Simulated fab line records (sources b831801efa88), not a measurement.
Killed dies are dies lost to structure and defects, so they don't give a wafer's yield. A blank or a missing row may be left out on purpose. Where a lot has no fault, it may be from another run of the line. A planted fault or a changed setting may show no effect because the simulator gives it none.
Chamber matching	flow sky130	SKY_VIA1_ETCH_15 on rie_diel-04: 4 sister chambers
The step etches SiO2 in C4F8/O2/Ar, stops on TiN, target depth 351 nm, time 54 s. 8 wafers are shown with their chamber, then 11 later ones without.

== WAFERS WITH THEIR CHAMBER ==
wafer	chamber	oes_product_au (a.u.)
L089.4	0	0.977
L089.6	2	0.978
L092.2	3	0.975
L092.5	1	0.979
L091.1	1	0.982
L091.2	2	0.976
L091.3	3	0.978
L091.4	0	0.981

== WAFERS WHOSE CHAMBER IS MISSING ==
wafer	oes_product_au (a.u.)
L091.5	0.975
L091.6	0.979
L093.1	0.979
L093.4	0.969
L093.5	0.987
L095.1	0.980
L095.2	0.964
L095.4	0.983
L097.2	0.973
L097.4	0.979
L097.5	0.986

== THE CHAMBER EACH PASSED THROUGH ==
wafer	from the rows above	in truth
L091.5	can't be placed: 3 or 2 or 0 or 1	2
L091.6	can't be placed: 0 or 1 or 2 or 3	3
L093.1	can't be placed: 0 or 1 or 2 or 3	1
L093.4	can't be placed: 3 or 2 or 0 or 1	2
L093.5	can't be placed: 1 or 0 or 2 or 3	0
L095.1	can't be placed: 1 or 0 or 2 or 3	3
L095.2	can't be placed: 3 or 2 or 0 or 1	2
L095.4	can't be placed: 1 or 0 or 2 or 3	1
L097.2	can't be placed: 3 or 2 or 0 or 1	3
L097.4	can't be placed: 0 or 1 or 2 or 3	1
L097.5	can't be placed: 1 or 0 or 2 or 3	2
Correct placement for 0 of the 11. Can't be placed from these rows: 11 (the true chamber is among the candidates in 11). 0 placed wrongly.
How it was worked out, from the rows above alone: a wafer's distance from a chamber is the root of the sum, over the readings, of the square of ((its reading less the chamber's mean) divided by the reading's scatter). If the next closest chamber is less than 2 further off than the closest, the wafer can't be placed; otherwise it belongs to the closest. The mean given for a chamber averages the wafers shown for that chamber. The scatter: the root of (the sum of the squares of (reading less its chamber's mean) over the shown wafers, divided by (wafers less chambers)).
